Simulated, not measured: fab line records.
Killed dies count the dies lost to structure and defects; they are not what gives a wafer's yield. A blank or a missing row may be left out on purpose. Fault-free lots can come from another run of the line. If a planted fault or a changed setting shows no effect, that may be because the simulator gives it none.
fab line records	flow gf180mcu
record lots=5	wafers=23
route steps=602 shown STI@8 DNWELL@35 MVPSD@80 VT_IMPLANT@98
startH: hours from the record's opening day to when the first of the lot's shown wafers began	waitH: hours since the lot's step before	" as in the row above	L1.1+2: several wafers, shown together as one row	- either no value or no given start	* or withheld: withheld	< > ~ a bound
route shown NAME@n: names a module that has steps shown in the file, with the first one's number in the route	usual: mean/standard deviation of fault-free wafers	same: alike in all rows	chamber/n: place in a boat	sites: each site's reading	_std_site: standard deviation across them	_edge_site: outer sites' mean less inner sites'	radiusMm: for every site, how far away it sits from the centre of the wafer	mask NAME#n: copy n	behind: tool/chamber where the wafer was last shaped	hold: cause of the lot's hold/its duration in hours/its outcome	device: which transistor (n, p or np) failed to switch	end of line: tests run on the same wafers once the route is complete	a step given without rows: its recipe and nothing more	killed: count of dies lost to structure and defects at first sort (not the wafer's yield)	map: shows each die of a wafer: x if killed, . if not, _ if none is there
set.NAME: the run value of the setting; set.NAME@STEP: its run value at that earlier step	model.NAME: the simulator's own value behind a step, which no gauge read
lots with deliberately changed settings; one table per step, one row per wafer
## steps
# step GF_STI_COAT_07
# recipe resist=KrF	spinRpm=withheld	resistThkNm=700
lot.wafer	tool	chamber	startH	waitH	set.resistThkNm	model.KrF_of_STI_COAT_07.thkNm
L074.1	lithoTrack-01	0	19.28	0.1	700	703.1
L074.3+4	"	0	"	"	700	702.6
L074.5	"	0	"	"	700	702.9
L074.6	"	0	"	"	700	704.2
L076.1	lithoTrack-02	0	30.28	0.1	700	699.5
L076.4	"	0	"	"	700	700.6
L076.5	"	0	"	"	700	698.1
L080.1	lithoTrack-02	0	49.57	0.1	700	704
L080.2	"	0	"	"	700	703.1
L080.4	"	0	"	"	700	702.4
L080.5	"	0	"	"	700	704.3
L080.6	"	0	"	"	700	702.9
L083.1+2	lithoTrack-04	0	64.52	0.1	669.1	669.8
L083.3	"	0	"	"	700	700.6
L083.4	"	0	"	"	700	701
L083.6	"	0	"	"	700	699.8
L085.1	lithoTrack-04	0	75.07	0.1	700	702
L085.2	"	0	"	"	719.7	719.9
L085.4	"	0	"	"	719.7	717.6
L085.5	"	0	"	"	719.7	719.8
L085.6	"	0	"	"	700	701.6
# step GF_STI_ETCH_13
# recipe chemistry=CHF3/O2	stopOn=Si	overEtchFrac=0.3	targetDepthA=2823.1	sourceW=600	biasW=200	pressureMtorr=40	chf3FlowSccm=50	O2_flow_sccm=5	timeS=112.9
# usual oesProductAu=0.830/0.0066
lot.wafer	tool	chamber	startH	waitH	set.overEtchFrac	set.resistThkNm@STI_COAT_07	oesProductAu	model.KrF_of_STI_COAT_07.thkNm
L074.1	rieDiel-04	1	25.35	0.1	0.3	700	0.837	448.1
L074.3	"	0	"	"	0.3	700	0.837	443
L074.4	"	2	"	"	0.3	700	0.841	440.9
L074.5	"	0	"	"	0.3	700	0.834	445.8
L074.6	"	1	"	"	0.3	700	0.831	452
L076.1	rieDiel-03	1	36.04	0.1	0.3	700	0.833	440
L076.4	"	0	"	"	0.3	700	0.830	442.4
L076.5	"	3	"	"	0.3	700	0.848	437.4
L080.1	rieDiel-03	3	56.14	0.1	0.3	700	0.834	441
L080.2	"	0	"	"	0.3732	700	0.809	428
L080.4	"	2	"	"	0.3	700	0.826	439.9
L080.5	"	1	"	"	0.3732	700	0.804	428.9
L080.6	"	0	"	"	0.3732	700	0.803	428.5
L083.1	rieDiel-03	0	71.24	0.1	0.3563	669.1	0.814	400
L083.2	"	2	"	"	0.3563	669.1	0.808	397.1
L083.3	"	1	"	"	0.3563	700	0.820	431.4
L083.4	"	3	"	"	0.3	700	0.833	441.6
L083.6	"	1	"	"	0.3	700	0.827	439.8
L085.1	rieDiel-03	3	82.02	0.1	0.3873	700	0.802	425.8
L085.2	"	0	"	"	0.3	719.7	0.841	459.8
L085.4	"	2	"	"	0.3	719.7	0.833	457.3
L085.5	"	1	"	"	0.3873	719.7	0.804	444.3
L085.6	"	0	"	"	0.3873	700	0.805	426
# step GF_STI_ETCH_14
# recipe target=Si	chemistry=HBr/Cl2/O2	targetDepthNm=360	icpW=600	biasW=150	pressureMtorr=15	HBr_flow_sccm=150	Cl2_flow_sccm=40	O2_flow_sccm=6	timeS=102.9
lot.wafer	tool	chamber	startH	waitH	set.resistThkNm@STI_COAT_07	set.overEtchFrac@STI_ETCH_13	model.KrF_of_STI_COAT_07.thkNm
L074.1	rieSi-01	0	25.43	0.0	700	0.3	330.1
L074.3	"	1	"	"	700	0.3	327.7
L074.4	"	3	"	"	700	0.3	320
L074.5	"	0	"	"	700	0.3	327.9
L074.6	"	1	"	"	700	0.3	335.4
L076.1	rieSi-01	2	36.12	0.0	700	0.3	320.2
L076.4	"	3	"	"	700	0.3	319.7
L076.5	"	1	"	"	700	0.3	319.3
L080.1	rieSi-02	1	56.22	0.0	700	0.3	319.8
L080.2	"	3	"	"	700	0.3732	307.8
L080.4	"	0	"	"	700	0.3	320.5
L080.5	"	0	"	"	700	0.3732	309.1
L080.6	"	1	"	"	700	0.3732	308
L083.1	rieSi-01	0	71.32	0.0	669.1	0.3563	280.6
L083.2	"	2	"	"	669.1	0.3563	279.1
L083.3	"	3	"	"	700	0.3563	309.8
L083.4	"	1	"	"	700	0.3	322.6
L083.6	"	0	"	"	700	0.3	320.1
L085.1	rieSi-01	0	82.10	0.0	700	0.3873	304.8
L085.2	"	3	"	"	719.7	0.3	338.4
L085.4	"	2	"	"	719.7	0.3	337.4
L085.5	"	0	"	"	719.7	0.3873	324.1
L085.6	"	3	"	"	700	0.3873	303.7
# step GF_STI_STRIP_15
# recipe chemistry=O2/N2	powerW=1400	pressureMtorr=1500	platenTempC=250	o2FlowSccm=3000	n2FlowSccm=300	overashFraction=0.5
# usual stripTimeToEndpointS=3.75/0.044
lot.wafer	tool	chamber	startH	waitH	set.resistThkNm@STI_COAT_07	set.overEtchFrac@STI_ETCH_13	stripTimeToEndpointS
L074.1	plasmaAsher-03	0	25.51	0.0	700	0.3	3.81
L074.3	"	1	"	"	700	0.3	3.81
L074.4	"	0	"	"	700	0.3	3.73
L074.5	"	1	"	"	700	0.3	3.79
L074.6	"	0	"	"	700	0.3	3.88
L076.1	plasmaAsher-03	1	36.19	0.0	700	0.3	3.72
L076.4	"	0	"	"	700	0.3	3.74
L076.5	"	1	"	"	700	0.3	3.71
L080.1	plasmaAsher-03	1	56.29	0.0	700	0.3	3.74
L080.2	"	0	"	"	700	0.3732	3.58
L080.4	"	1	"	"	700	0.3	3.74
L080.5	"	1	"	"	700	0.3732	3.61
L080.6	"	0	"	"	700	0.3732	3.59
L083.1	plasmaAsher-03	1	71.39	0.0	669.1	0.3563	3.30
L083.2	"	0	"	"	669.1	0.3563	3.30
L083.3	"	0	"	"	700	0.3563	3.64
L083.4	"	1	"	"	700	0.3	3.76
L083.6	"	0	"	"	700	0.3	3.72
L085.1	plasmaAsher-01	0	82.17	0.0	700	0.3873	3.57
L085.2	"	1	"	"	719.7	0.3	3.93
L085.4	"	0	"	"	719.7	0.3	3.93
L085.5	"	0	"	"	719.7	0.3873	3.79
L085.6	"	1	"	"	700	0.3873	3.55
# step GF_STI_CVD_23
# recipe material=SiO2	targetThkNm=650	sigmaOpenFrac=0.3	timeS=108.3	tempC=600	sih4FlowSccm=60	pressureMtorr=6
lot.wafer	tool	chamber	startH	waitH	set.sih4FlowSccm	model.SiO2_of_STI_CVD_23.thkNm
L074.1	hdpcvd-01	0	28.49	0.1	65.63	697.9
L074.3	"	2	"	"	60	649.3
L074.4	"	2	"	"	65.63	709.6
L074.5	"	1	"	"	65.63	704.3
L074.6	"	0	"	"	60	645.8
L076.1	hdpcvd-01	1	37.86	0.1	60	661.1
L076.4	"	2	"	"	60	657.9
L076.5	"	1	"	"	60	658.6
L080.1	hdpcvd-02	2	58.08	0.1	60	654.1
L080.2	"	1	"	"	60	650.2
L080.4	"	1	"	"	51.47	555.1
L080.5	"	2	"	"	51.47	567.7
L080.6	"	0	"	"	51.47	560.3
L083.1	hdpcvd-02	0	73.97	0.1	53.79	586.5
L083.2	"	2	"	"	60	654
L083.3	"	1	"	"	53.79	582.1
L083.4	"	0	"	"	60	653.7
L083.6	"	2	"	"	60	653.8
L085.1	hdpcvd-01	0	83.83	0.1	68.56	744
L085.2	"	2	"	"	68.56	742.2
L085.4	"	0	"	"	60	660.6
L085.5	"	1	"	"	60	659.2
L085.6	"	2	"	"	68.56	742.8
# step GF_STI_THK_MEAS_24
# recipe reads=SiO2_of_STI_CVD_23
# usual STI_CVD_23_THK=652/5.2
lot.wafer	tool	chamber	startH	waitH	set.sih4FlowSccm@STI_CVD_23	STI_CVD_23_THK[nm]
L074.1	filmMetro-01	-	28.57	0.0	65.63	698
L074.3	"	-	"	"	60	650
L074.4	"	-	"	"	65.63	709
L074.5	"	-	"	"	65.63	705
L074.6	"	-	"	"	60	646
L076.1	filmMetro-03	-	37.94	0.0	60	661
L076.4	"	-	"	"	60	658
L076.5	"	-	"	"	60	658
L080.1	filmMetro-02	-	58.15	0.0	60	654
L080.2	"	-	"	"	60	650
L080.4	"	-	"	"	51.47	555
L080.5	"	-	"	"	51.47	568
L080.6	"	-	"	"	51.47	561
L083.1	filmMetro-03	-	74.05	0.0	53.79	587
L083.2	"	-	"	"	60	654
L083.3	"	-	"	"	53.79	582
L083.4	"	-	"	"	60	654
L083.6	"	-	"	"	60	654
L085.1	filmMetro-03	-	83.90	0.0	68.56	744
L085.2	"	-	"	"	68.56	742
L085.4	"	-	"	"	60	660
L085.5	"	-	"	"	60	659
L085.6	"	-	"	"	68.56	743
# step GF_DNWELL_SOFTBAKE_03
# recipe tempC=110	timeS=withheld
lot.wafer	tool	chamber	startH	waitH	set.tempC
L074.1+5	lithoTrack-01	0	36.33	0.1	110
L074.3+4+6	"	0	"	"	106.7
L076.1+4+5	lithoTrack-03	0	46.23	0.1	110
L080.1+2+4+5+6	lithoTrack-04	0	67.22	0.1	110
L083.1+2+3+4+6	lithoTrack-03	0	82.98	0.1	110
L085.1+4	lithoTrack-03	0	92.88	0.1	111.1
L085.2+5+6	"	0	"	"	110
# step GF_DNWELL_EXPOSE_04
# recipe maskId=DNWELL	targetCdNm=1700	na=0.6	sourceShape=conventional	sigmaOuter=0.6	doseMj=260
# step GF_DNWELL_PEB_05
# recipe tempC=115	timeS=withheld
# step GF_DNWELL_DEVELOP_06
# recipe wallAngleDeg=90	developTimeS=60	devTempC=23
# step GF_DNWELL_IMPLANT_07
# recipe species=P	energyKev=1500	doseCm2=9.847e+12	tiltDeg=0
# step GF_DNWELL_STRIP_08
# recipe chemistry=O2/N2	powerW=1400	pressureMtorr=1500	platenTempC=250	o2FlowSccm=3000	n2FlowSccm=300	overashFraction=0.5
# usual stripTimeToEndpointS=37.04/0.11
lot.wafer	tool	chamber	startH	waitH	set.tempC@DNWELL_SOFTBAKE_03	stripTimeToEndpointS
L074.1	plasmaAsher-04	1	42.32	0.1	110	37.04
L074.3	"	1	"	"	106.7	37.46
L074.4	"	0	"	"	106.7	37.36
L074.5	"	1	"	"	110	36.91
L074.6	"	0	"	"	106.7	37.35
L076.1	plasmaAsher-02	0	52.78	0.1	110	37.12
L076.4	"	0	"	"	110	37.07
L076.5	"	1	"	"	110	37.20
L080.1	plasmaAsher-02	1	73.87	0.1	110	37.06
L080.2	"	0	"	"	110	37.04
L080.4	"	0	"	"	110	37.10
L080.5	"	1	"	"	110	37.10
L080.6	"	0	"	"	110	37.02
L083.1	plasmaAsher-01	1	90.43	0.1	110	36.82
L083.2	"	0	"	"	110	36.88
L083.3	"	0	"	"	110	36.84
L083.4	"	1	"	"	110	36.82
L083.6	"	0	"	"	110	36.71
L085.1	plasmaAsher-01	1	100.13	0.1	111.1	37.02
L085.2	"	0	"	"	110	37.12
L085.4	"	0	"	"	111.1	36.98
L085.5	"	1	"	"	110	37.06
L085.6	"	0	"	"	110	37.10
# step GF_MVPSD_COAT_02
# recipe spinRpm=2000	resistThkNm=3000
lot.wafer	tool	chamber	startH	waitH	set.resistThkNm	model.coat_of_MVPSD_COAT_02.thkNm
L074.1	lithoTrack-01	0	88.18	0.1	3000	3016
L074.3	"	0	"	"	3053	3071
L074.4	"	0	"	"	3053	3067
L074.5	"	0	"	"	3000	3022
L074.6	"	0	"	"	3000	3012
L076.1	lithoTrack-03	0	98.38	0.1	3000	2997
L076.4	"	0	"	"	3000	2995
L076.5	"	0	"	"	3000	2985
L080.1	lithoTrack-04	0	124.62	0.1	3000	3001
L080.2+5	"	0	"	"	3169	3184
L080.4	"	0	"	"	3169	3178
L080.6	"	0	"	"	3000	3019
L083.1	lithoTrack-04	0	144.62	0.1	2868	2890
L083.2	"	0	"	"	2868	2892
L083.3	"	0	"	"	3000	3027
L083.4	"	0	"	"	3000	3024
L083.6	"	0	"	"	3000	3025
L085.1	lithoTrack-01	0	154.88	0.1	3075	3097
L085.2	"	0	"	"	3075	3098
L085.4	"	0	"	"	3000	3023
L085.5	"	0	"	"	3075	3099
L085.6	"	0	"	"	3000	3026
# step GF_MVPSD_EXPOSE_04
# recipe maskId=MVPSD	targetCdNm=1000	na=0.6	sourceShape=conventional	sigmaOuter=0.6	doseMj=260
lot.wafer	tool	chamber	startH	waitH	mask	set.doseMj
L074.1+5	ilineStepper-02	0	-	-	MVPSD#0	260
L074.3+4+6	"	0	"	"	MVPSD#0	265.7
L076.1+4+5	ilineStepper-02	0	-	-	MVPSD#0	260
L080.1+2+5	ilineStepper-02	0	-	-	MVPSD#0	260
L080.4+6	"	0	"	"	MVPSD#0	246.8
L083.1+6	ilineStepper-01	0	-	-	MVPSD#0	260
L083.2+3+4	"	0	"	"	MVPSD#0	265.2
L085.1+2+4+5+6	ilineStepper-01	0	-	-	MVPSD#0	260
# step GF_MVPSD_PEB_05
# recipe tempC=115	timeS=withheld
# step GF_MVPSD_DEVELOP_06
# recipe wallAngleDeg=90	developTimeS=60	devTempC=23
# step GF_MVPSD_IMPLANT_08
# recipe species=B	energyKev=170	doseCm2=1.5e+13	tiltDeg=0
# step GF_MVPSD_IMPLANT_09
# recipe species=B	energyKev=40	doseCm2=5e+12	tiltDeg=0
# step GF_MVPSD_STRIP_10
# recipe chemistry=O2/N2	powerW=1400	pressureMtorr=1500	platenTempC=250	o2FlowSccm=3000	n2FlowSccm=300	overashFraction=0.5
# usual stripTimeToEndpointS=37.07/0.13
lot.wafer	tool	chamber	startH	waitH	set.resistThkNm@MVPSD_COAT_02	stripTimeToEndpointS
L074.1	plasmaAsher-04	1	96.32	0.1	3000	37.13
L074.3	"	1	"	"	3053	37.77
L074.4	"	0	"	"	3053	37.71
L074.5	"	1	"	"	3000	37.20
L074.6	"	0	"	"	3000	37.09
L076.1	plasmaAsher-02	1	105.87	0.1	3000	36.91
L076.4	"	1	"	"	3000	36.90
L076.5	"	0	"	"	3000	36.77
L080.1	plasmaAsher-02	1	133.02	0.1	3000	36.95
L080.2	"	0	"	"	3169	39.04
L080.4	"	1	"	"	3169	38.97
L080.5	"	0	"	"	3169	39.05
L080.6	"	1	"	"	3000	37.18
L083.1	plasmaAsher-02	0	152.90	0.1	2868	35.69
L083.2	"	1	"	"	2868	35.70
L083.3	"	1	"	"	3000	37.27
L083.4	"	0	"	"	3000	37.23
L083.6	"	0	"	"	3000	37.23
L085.1	plasmaAsher-01	1	164.17	0.1	3075	38.06
L085.2	"	0	"	"	3075	38.06
L085.4	"	1	"	"	3000	37.23
L085.5	"	0	"	"	3075	38.09
L085.6	"	1	"	"	3000	37.25
# step GF_VT_IMPLANT_IMPLANT_08
# recipe species=BF2	energyKev=20	doseCm2=8.29e+12	tiltDeg=7
lot.wafer	tool	chamber	startH	waitH	set.energyKev	model.implant.rpNm	model.implant.drpNm
L074.1+3+5	implanter-02	0	111.42	0.0	20	17.29	9.752
L074.4+6	"	0	"	"	18.2	16.06	9.126
L076.1+4+5	implanter-03	0	121.17	0.0	20	17.11	9.752
L080.1+4	implanter-04	0	148.36	0.0	20	17.69	9.752
L080.2+5+6	"	0	"	"	21.18	18.49	10.15
L083.1+3	implanter-03	0	169.07	0.0	20	17.93	9.752
L083.2+4+6	"	0	"	"	18.52	16.89	9.239
L085.1+2+6	implanter-03	0	180.96	0.0	20	17.85	9.752
L085.4+5	"	0	"	"	20.48	18.18	9.915
# step GF_VT_IMPLANT_STRIP_09
# recipe chemistry=O2/N2	powerW=1400	pressureMtorr=1500	platenTempC=250	o2FlowSccm=3000	n2FlowSccm=300	overashFraction=0.5
# step GF_VT_IMPLANT_TW_MEAS_10
# usual VT_IMPLANT_TW=561/5.2
lot.wafer	tool	chamber	startH	waitH	set.energyKev@VT_IMPLANT_IMPLANT_08	VT_IMPLANT_TW
L074.1	filmMetro-01	-	111.67	0.1	20	554
L074.3	"	-	"	"	20	556
L074.4	"	-	"	"	18.2	539
L074.5	"	-	"	"	20	555
L074.6	"	-	"	"	18.2	539
L076.1	filmMetro-02	-	121.42	0.1	20	560
L076.4	"	-	"	"	20	558
L076.5	"	-	"	"	20	558
L080.1	filmMetro-02	-	148.61	0.1	20	561
L080.2	"	-	"	"	21.18	570
L080.4	"	-	"	"	20	564
L080.5	"	-	"	"	21.18	571
L080.6	"	-	"	"	21.18	572
L083.1	filmMetro-02	-	169.32	0.1	20	560
L083.2	"	-	"	"	18.52	544
L083.3	"	-	"	"	20	558
L083.4	"	-	"	"	18.52	547
L083.6	"	-	"	"	18.52	546
L085.1	filmMetro-02	-	181.21	0.1	20	559
L085.2	"	-	"	"	20	559
L085.4	"	-	"	"	20.48	564
L085.5	"	-	"	"	20.48	565
L085.6	"	-	"	"	20	556
# step GF_VT_IMPLANT_STRIP_20
# recipe chemistry=O2/N2	powerW=1400	pressureMtorr=1500	platenTempC=250	o2FlowSccm=3000	n2FlowSccm=300	overashFraction=0.5
# usual oesProductAu=0.716/0.0052	stripTimeToEndpointS=12.66/0.04
lot.wafer	tool	chamber	startH	waitH	set.powerW	oesProductAu	stripTimeToEndpointS
L074.1	plasmaAsher-03	0	126.62	0.1	1558	0.759	11.63
L074.3	"	1	"	"	1400	0.723	12.70
L074.4	"	0	"	"	1558	0.757	11.63
L074.5	"	1	"	"	1400	0.723	12.67
L074.6	"	0	"	"	1400	0.715	12.66
L076.1	plasmaAsher-03	0	136.71	0.1	1400	0.708	12.63
L076.4	"	0	"	"	1400	0.715	12.62
L076.5	"	1	"	"	1400	0.711	12.63
L080.1	plasmaAsher-01	1	165.57	0.1	1400	0.713	12.65
L080.2	"	0	"	"	1400	0.726	12.63
L080.4	"	1	"	"	1258	0.672	13.70
L080.5	"	1	"	"	1258	0.678	13.70
L080.6	"	0	"	"	1400	0.710	12.66
L083.1	plasmaAsher-02	0	185.97	0.1	1447	0.732	12.33
L083.2	"	1	"	"	1447	0.732	12.36
L083.3	"	1	"	"	1400	0.710	12.71
L083.4	"	0	"	"	1447	0.738	12.37
L083.6	"	1	"	"	1400	0.718	12.68
L085.1	plasmaAsher-03	1	198.61	0.1	1400	0.702	12.68
L085.2	"	0	"	"	1503	0.748	11.99
L085.4	"	0	"	"	1503	0.747	11.96
L085.5	"	0	"	"	1400	0.710	12.68
L085.6	"	1	"	"	1503	0.733	11.98
# step GF_VT_IMPLANT_IMPLANT_30
# recipe species=B	energyKev=25	doseCm2=2.534e+12	tiltDeg=7
lot.wafer	tool	chamber	startH	waitH	set.doseCm2
L074.1+3+4	implanter-03	0	142.62	0.0	2.534e+12
L074.5+6	"	0	"	"	2.333e+12
L076.1+4+5	implanter-03	0	152.21	0.0	2.534e+12
L080.1+2+4	implanter-02	0	182.82	0.0	2.534e+12
L080.5+6	"	0	"	"	2.186e+12
L083.1+4	implanter-03	0	203.12	0.0	2.964e+12
L083.2+3+6	"	0	"	"	2.534e+12
L085.1+4+6	implanter-03	0	216.36	0.0	2.683e+12
L085.2+5	"	0	"	"	2.534e+12
# step GF_VT_IMPLANT_STRIP_31
# recipe chemistry=O2/N2	powerW=1400	pressureMtorr=1500	platenTempC=250	o2FlowSccm=3000	n2FlowSccm=300	overashFraction=0.5
# step GF_VT_IMPLANT_TW_MEAS_32
# usual VT_IMPLANT_3_TW=270/3.7
lot.wafer	tool	chamber	startH	waitH	set.doseCm2@VT_IMPLANT_IMPLANT_30	VT_IMPLANT_3_TW
L074.1	filmMetro-04	-	142.87	0.1	2.534e+12	273
L074.3	"	-	"	"	2.534e+12	273
L074.4	"	-	"	"	2.534e+12	272
L074.5	"	-	"	"	2.333e+12	266
L074.6	"	-	"	"	2.333e+12	267
L076.1	filmMetro-04	-	152.46	0.1	2.534e+12	272
L076.4	"	-	"	"	2.534e+12	273
L076.5	"	-	"	"	2.534e+12	274
L080.1	filmMetro-04	-	183.07	0.1	2.534e+12	272
L080.2	"	-	"	"	2.534e+12	272
L080.4	"	-	"	"	2.534e+12	273
L080.5	"	-	"	"	2.186e+12	261
L080.6	"	-	"	"	2.186e+12	261
L083.1	filmMetro-02	-	203.37	0.1	2.964e+12	277
L083.2	"	-	"	"	2.534e+12	264
L083.3	"	-	"	"	2.534e+12	266
L083.4	"	-	"	"	2.964e+12	278
L083.6	"	-	"	"	2.534e+12	264
L085.1	filmMetro-01	-	216.61	0.1	2.683e+12	266
L085.2	"	-	"	"	2.534e+12	263
L085.4	"	-	"	"	2.683e+12	268
L085.5	"	-	"	"	2.534e+12	263
L085.6	"	-	"	"	2.683e+12	266
# step GF_VT_IMPLANT_DEVELOP_39
# recipe developTimeS=60	devTempC=23
lot.wafer	tool	chamber	startH	waitH	set.devTempC	model.VT_IMPLANT.cdNm
L074.1	lithoTrack-02	0	158.52	0.1	24.64	855.1
L074.3	"	0	"	"	23	600.5
L074.4	"	0	"	"	23	601.5
L074.5	"	0	"	"	23	600
L074.6	"	0	"	"	24.64	856.6
L076.1	lithoTrack-01	0	168.23	0.1	23	607.1
L076.4	"	0	"	"	23	606.2
L076.5	"	0	"	"	23	608.8
L080.1	lithoTrack-03	0	200.98	0.1	20.24	866.1
L080.2	"	0	"	"	20.24	868.3
L080.4	"	0	"	"	23	603.8
L080.5	"	0	"	"	23	603.2
L080.6	"	0	"	"	23	604.7
L083.1	lithoTrack-03	0	219.68	0.1	23	604.1
L083.2	"	0	"	"	26.4	847.1
L083.3	"	0	"	"	23	603.1
L083.4	"	0	"	"	26.4	848.9
L083.6	"	0	"	"	23	603.7
L085.1	lithoTrack-01	0	233.08	0.1	19.42	869.2
L085.2	"	0	"	"	23	604.4
L085.4	"	0	"	"	23	606
L085.5	"	0	"	"	19.42	869.3
L085.6	"	0	"	"	19.42	870.3
## key
split step=GF_STI_COAT_07	setting=resistThkNm	stated=700	by=wafer
response step=GF_STI_COAT_07	reading=model.KrF_of_STI_COAT_07.thkNm	change=+6.72	per=1%	r=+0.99
response step=GF_STI_ETCH_13	reading=model.KrF_of_STI_COAT_07.thkNm	change=+9.16	per=1%	r=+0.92
response step=GF_STI_ETCH_14	reading=model.KrF_of_STI_COAT_07.thkNm	change=+9.05	per=1%	r=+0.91
response step=GF_STI_STRIP_15	reading=stripTimeToEndpointS	change=*	per=1%	r=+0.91
split step=GF_STI_ETCH_13	setting=overEtchFrac	stated=0.3	by=wafer
response step=GF_STI_ETCH_13	reading=oesProductAu	change=-0.00104	per=1%	r=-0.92
response step=GF_STI_ETCH_13	reading=model.KrF_of_STI_COAT_07.thkNm	slope=-0.474	per=1%	togetherWith=resistThkNm@STI_COAT_07	explained=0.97
response step=GF_STI_ETCH_14	reading=model.KrF_of_STI_COAT_07.thkNm	slope=-0.498	per=1%	togetherWith=resistThkNm@STI_COAT_07	explained=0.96
response step=GF_STI_STRIP_15	reading=stripTimeToEndpointS	slope=*	per=1%	togetherWith=resistThkNm@STI_COAT_07	explained=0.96
split step=GF_STI_CVD_23	setting=sih4FlowSccm	stated=60	by=wafer
response step=GF_STI_CVD_23	reading=model.SiO2_of_STI_CVD_23.thkNm	change=+6.21	per=1%	r=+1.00
response step=GF_STI_THK_MEAS_24	reading=STI_CVD_23_THK	change=+6.2	per=1%	r=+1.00
split step=GF_DNWELL_SOFTBAKE_03	setting=tempC	stated=110	by=wafer
response step=GF_DNWELL_STRIP_08	reading=stripTimeToEndpointS	change=*	per=1%	r=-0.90
split step=GF_MVPSD_COAT_02	setting=resistThkNm	stated=3000	by=wafer
response step=GF_MVPSD_COAT_02	reading=model.coat_of_MVPSD_COAT_02.thkNm	change=+30.4	per=1%	r=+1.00
response step=GF_MVPSD_STRIP_10	reading=stripTimeToEndpointS	change=*	per=1%	r=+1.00
split step=GF_MVPSD_EXPOSE_04	setting=doseMj	stated=260	by=wafer
response none clear
split step=GF_VT_IMPLANT_IMPLANT_08	setting=energyKev	stated=20	by=wafer
response step=GF_VT_IMPLANT_IMPLANT_08	reading=model.implant.rpNm	change=+0.138	per=1%	r=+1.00
response step=GF_VT_IMPLANT_IMPLANT_08	reading=model.implant.drpNm	change=+0.0691	per=1%	r=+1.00
response step=GF_VT_IMPLANT_TW_MEAS_10	reading=VT_IMPLANT_TW	change=+1.73	per=1%	r=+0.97
split step=GF_VT_IMPLANT_STRIP_20	setting=powerW	stated=1400	by=wafer
response step=GF_VT_IMPLANT_STRIP_20	reading=oesProductAu	change=+0.00399	per=1%	r=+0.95
response step=GF_VT_IMPLANT_STRIP_20	reading=stripTimeToEndpointS	change=*	per=1%	r=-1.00
split step=GF_VT_IMPLANT_IMPLANT_30	setting=doseCm2	stated=2.534e+12	by=wafer
response step=GF_VT_IMPLANT_TW_MEAS_32	reading=VT_IMPLANT_3_TW	change=+0.775	per=1%	r=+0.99
split step=GF_VT_IMPLANT_DEVELOP_39	setting=devTempC	stated=23	by=wafer
response step=GF_VT_IMPLANT_DEVELOP_39	reading=model.VT_IMPLANT.cdNm	shape=bent	atLowest=869.6	atStated=604.1	atHighest=848
